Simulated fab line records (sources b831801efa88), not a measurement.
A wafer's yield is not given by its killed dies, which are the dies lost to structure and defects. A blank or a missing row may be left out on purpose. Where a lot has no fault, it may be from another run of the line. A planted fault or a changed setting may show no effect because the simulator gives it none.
The same fault as seen by 2 desks / flow gf180mcu / numbers are kept per desk, each desk with only its own; the story behind them comes last

AT THE TOOL OWNER'S DESK: cvdW-02
The tool's own readings at GF_CONTACT_CVD_24 (deposits W, target thk 300 nm, time 90.339 s): means of the sampled wafers that have a number, for each lot that ran on this tool. Any lot whose mean is over 4 standard deviations away from the usual mean is out of limits and marked OUT; that distance is given in the brackets.
Columns: A = heaterPowerOuterW at GF_CONTACT_CVD_24, usual 514 W; B = heaterPowerW at GF_CONTACT_CVD_24, usual 821 W
lot=L256; first seen here=day 15 22:40; A=561; B=892
lot=L258; first seen here=day 16 20:21; A=556; B=884
lot=L260; first seen here=day 17 11:44; A=567; B=878
lot=L261; first seen here=day 17 22:47; A=563; B=887
lot=L269; first seen here=day 21 07:05; A=523; B=872
lot=L272; first seen here=day 22 00:10; A=605; B=902
This desk's verdict: no lot among the 6 shows anything out of limits.

AT THE METROLOGY DESK
Means of the sampled wafers that have a number, per lot and without regard to the tool the lot ran on: this is what the gauges read. Any lot whose mean is over 4 standard deviations away from the usual mean is out of limits and marked OUT; that distance is given in the brackets.
Columns: A = CONTACT_OVL at GF_CONTACT_OVL_MEAS_15, usual -2 nm; B = CONTACT_W_RS at GF_CONTACT_RS_MEAS_25, usual 0.381 ohm/sq; C = CONTACT_W_THK at GF_CONTACT_THK_MEAS_26, usual 306 nm
lot=L256; first seen here=day 15 21:59; A=-0; B=0.382; C=306
lot=L257; first seen here=day 16 07:44; A=-3; B=0.372; C=317
lot=L258; first seen here=day 16 19:43; A=-6; B=0.385; C=306
lot=L260; first seen here=day 17 11:08; A=-4; B=0.380; C=308
lot=L261; first seen here=day 17 22:11; A=1; B=0.386; C=301
lot=L262; first seen here=day 18 08:25; A=-1; B=0.383; C=304
lot=L269; first seen here=day 21 06:29; A=-7; B=0.393; C=297
lot=L271; first seen here=day 21 20:28; A=2; B=0.375; C=313
lot=L272; first seen here=day 21 23:34; A=3; B=0.393; C=298
lot=L274; first seen here=day 22 14:50; A=-2; B=0.376; C=309
lot=L276; first seen here=day 23 14:13; A=-0; B=0.383; C=305
lot=L277; first seen here=day 23 20:26; A=-10; B=0.381; C=305
lot=L279; first seen here=day 24 09:31; A=2; B=0.382; C=306
This desk's verdict: no lot among the 13 shows anything out of limits.

ALL TOGETHER
The desk of the tool owner found nothing out of limits.
At the metrology desk, nothing out of limits was observed.

WHAT THE SIMULATOR PUT IN
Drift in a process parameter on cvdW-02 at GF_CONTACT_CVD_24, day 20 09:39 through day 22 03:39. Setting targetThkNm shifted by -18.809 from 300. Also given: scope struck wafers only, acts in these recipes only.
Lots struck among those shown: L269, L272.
